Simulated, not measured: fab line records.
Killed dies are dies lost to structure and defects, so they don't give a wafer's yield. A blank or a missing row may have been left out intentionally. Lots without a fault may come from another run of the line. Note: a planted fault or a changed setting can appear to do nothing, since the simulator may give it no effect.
A lot that was struck, set against a sound lot || flow gf180mcu || 17 out of 602 route steps
Sound: the wafers L559.1, L559.2, L559.6. Wafers L550.3, L550.5, L550.6 were the ones struck. The cause is named last.
Each step with rows lists, per side, the tool, then ch with its chambers, then its first start. Under that, the readings that differ: sound wafers || struck wafers || difference of the means || sigmas: that difference in standard deviations of wafers without a fault.
alike: words and numbers the same on both sides, and readings whose means are apart by under 2 such deviations; not compared: readings that were withheld, readings missing a value for some wafer, numbers with overlapping values and no deviation given by the record, and bounds like >300 which may hide the same value.
The two part at a step that has a row with sigmas, a row that says differs or no value, or rows on one side only. When numbers do not overlap yet have no deviation, they are printed without sigmas and do not part them. Lack of a reading on every wafer of one side parts them only where that side has two or more wafers.

GF_MIM_SPUTTER_04: material TiN, target thk 50 nm, time 41.7 s.
  struck on pvdSputter-02, day 27 18:59; sound on pvdSputter-04, day 30 05:17
  alike: throttleValvePct
GF_MIM_CVD_05: deposits Si3N4, target thk 42 nm, time 29.086 s.
  sound on pecvd-03 ch 0,1,2, day 30 05:19; struck on pecvd-03 ch 0,1, day 27 19:01
  alike: heaterPowerW
GF_MIM_THK_MEAS_06:
  struck on filmMetro-04, day 27 19:04; sound on filmMetro-03, day 30 05:22
  alike: MIM_CVD_05_THK
GF_MIM_SPUTTER_07: material TiN, target thk 60 nm, time 50 s.
  struck on pvdSputter-03, day 27 19:07; sound on pvdSputter-02, day 30 05:25
  alike: throttleValvePct
GF_MIM_SPUTTER_08: material AlCu, target thk 200 nm, time 10.6 s.
  struck on pvdSputter-03, day 27 19:10; sound on pvdSputter-02, day 30 05:28
  alike: throttleValvePct
then, 1 step without rows for these wafers: GF_MIM_SPUTTER_09 (material TiN, target thk 35 nm, time 29.2 s).
GF_MIM_RS_MEAS_10: uses a four-point probe to measure.
  struck on filmMetro-01, day 27 19:15; sound on filmMetro-01, day 30 05:31
  alike: MIM_ALCU_RS
GF_MIM_THK_MEAS_11: measures by xrf.
  struck on filmMetro-01, day 27 19:21; sound on filmMetro-01, day 30 05:38
  alike: MIM_ALCU_THK
then, 4 steps without rows for these wafers: GF_MIM_DEHYDRATE_12 (time 60 s); GF_MIM_HMDS_13 (prime time 60 s); GF_MIM_COAT_14 (resist thk 1000 nm); GF_MIM_SOFTBAKE_15 (time 60 s).
GF_MIM_EXPOSE_16: exposes mask FuseTop, target cd 2000 nm.
  struck on ilineStepper-02, day 28 05:09; sound on ilineStepper-02 ch 0, day 30 14:54
  no value came back on the struck wafers for exposureDoseMJCm2, focusOffsetNm (nm), reticleTempC (C); on the sound wafers exposureDoseMJCm2 reads 139.98 139.90 140.03
  alike: mask
then, 2 steps without rows for these wafers: GF_MIM_PEB_17; GF_MIM_DEVELOP_18 (develop time 60 s).
GF_MIM_METAL_ETCH_19: etches the open film in Cl2/BCl3, stops on Si3N4, target depth 324.5 nm, time 54.1 s.
  sound on rieMetal-01 ch 0,1, day 30 23:29; struck on rieMetal-01 ch 0,1, day 28 15:12
  alike: chamberPressureMTorr, drypumpMotorCurrentA, heBacksideLeakSccm, mfcCl2Sccm, oesProductAu, throttleValvePct
  not compared: rfHoursCounterH, model.MIM.cdNm
GF_MIM_STRIP_20: strips in O2/N2.
  sound on plasmaAsher-03 ch 0,1, day 30 23:33; struck on plasmaAsher-03 ch 0,1, day 28 15:17
  alike: chamberPressureMTorr, drypumpMotorCurrentA, heaterPowerW, n2FlowSccm, oesProductAu, stripTimeToEndpointS
  not compared: rfHoursCounterH

WHERE THEY PART
Only at GF_MIM_EXPOSE_16, within this record. Later steps at which nothing parts them and some readings are alike: GF_MIM_METAL_ETCH_19, GF_MIM_STRIP_20.

WHY: whatever the simulator had introduced
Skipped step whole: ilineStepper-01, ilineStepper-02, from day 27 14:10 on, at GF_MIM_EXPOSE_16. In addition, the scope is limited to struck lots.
